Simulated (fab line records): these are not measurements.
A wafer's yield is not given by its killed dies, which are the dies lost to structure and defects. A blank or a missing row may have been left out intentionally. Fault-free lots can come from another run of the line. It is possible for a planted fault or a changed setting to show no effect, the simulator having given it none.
Matching of chambers -- flow gf180mcu -- GF_V1_CMP_26 on cmp-02: 4 sister chambers
The step polishes, stops on SiO2, t overpolish 15 s, target thk 0 nm. 4 wafers are shown with their chamber, then 9 later ones without.

== WAFERS PAIRED WITH THEIR CHAMBERS ==
wafer,chamber,motor current A (A)
L881.6,0,11.9
L882.1,2,10.0
L882.4,3,11.1
L882.5,1,10.8

== WAFERS MISSING THEIR CHAMBER ==
wafer,motor current A (A)
L883.4,11.0
L883.5,10.3
L883.6,9.9
L887.4,9.5
L887.5,13.0
L887.6,11.0
L888.2,12.4
L888.4,11.4
L888.5,9.8

== WHICH CHAMBER EACH WENT THROUGH ==
wafer,from the rows above,in truth
L883.4,can't be placed: 3 or 1 or 0 or 2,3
L883.5,can't be placed: 2 or 1 or 3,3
L883.6,can't be placed: 2 or 1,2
L887.4,can't be placed: 2 or 1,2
L887.5,can't be placed: 0 or 3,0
L887.6,can't be placed: 3 or 1 or 0 or 2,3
L888.2,can't be placed: 0 or 3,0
L888.4,can't be placed: 3 or 0 or 1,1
L888.5,can't be placed: 2 or 1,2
Correct placement for 0 of the 9. These rows do not allow placing 9 (true chamber among the candidates in 9). 0 placed wrongly.
How it was worked out, from the rows above alone: a wafer's distance from a chamber is the root of the sum, over the readings, of the square of ((its reading less the chamber's mean) divided by the reading's scatter). If the next closest chamber is less than 2 further off than the closest, the wafer can't be placed; otherwise it belongs to the closest. Each chamber's mean is taken over the wafers shown for it. The scatter (one wafer shown for each chamber): square how far every hidden wafer sits from the nearest shown wafer, average those squares and take the square root.
